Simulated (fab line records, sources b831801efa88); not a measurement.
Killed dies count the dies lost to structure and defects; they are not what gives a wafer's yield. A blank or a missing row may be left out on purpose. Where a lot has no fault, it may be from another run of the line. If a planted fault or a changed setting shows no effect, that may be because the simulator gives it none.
One fault seen from 2 desks	flow sky130	only its own numbers are on each desk; what lay behind them is given at the end

== METROLOGY DESK ==
Lot by lot, what the gauges showed, no matter which tool ran the lot: averages of those sampled wafers that carry a number. Any lot whose mean is over 4 standard deviations away from the usual mean is out of limits and marked OUT; that distance is given in the brackets.
Columns: A = VIA4_HDPCVD_THK at SKY_VIA4_THK_MEAS_01, usual 1743 nm
lot	first seen here	A
L229	day 41 20:19	1733
L230	day 42 00:32	1744
L233	day 43 04:16	1745
L237	day 44 08:11	1749
L238	day 44 16:01	1736
L239	day 44 17:35	1753
L244	day 46 00:14	1745
L248	day 48 00:04	1725
L251	day 48 02:16	1747
L249	day 48 03:22	1714
L247	day 48 04:32	1736
L250	day 48 09:04	1745
Finding of this desk: none of the 12 lots has anything out of limits.

== TOOL OWNER'S DESK, pecvd-03 ==
The tool's own readings at SKY_CAPM_CVD_00 (deposits SiO2, target thk 15.5 nm): means of the sampled wafers that have a number, for each lot that ran on this tool. Any lot whose mean is over 4 standard deviations away from the usual mean is out of limits and marked OUT; that distance is given in the brackets.
Columns: A = heater_power_w at SKY_CAPM_CVD_00, usual 663 W
lot	first seen here	A
L229	day 36 09:02	619
L237	day 39 04:37	621
L238	day 39 12:24	607
L239	day 39 13:42	571
L248	day 43 11:39	602
L247	day 43 15:32	583
Finding of this desk: none of the 6 lots has anything out of limits.

== BROUGHT TOGETHER ==
The metrology desk saw nothing out of limits.
The tool owner's desk saw nothing out of limits.

== WHAT THE SIMULATOR HAD PUT IN ==
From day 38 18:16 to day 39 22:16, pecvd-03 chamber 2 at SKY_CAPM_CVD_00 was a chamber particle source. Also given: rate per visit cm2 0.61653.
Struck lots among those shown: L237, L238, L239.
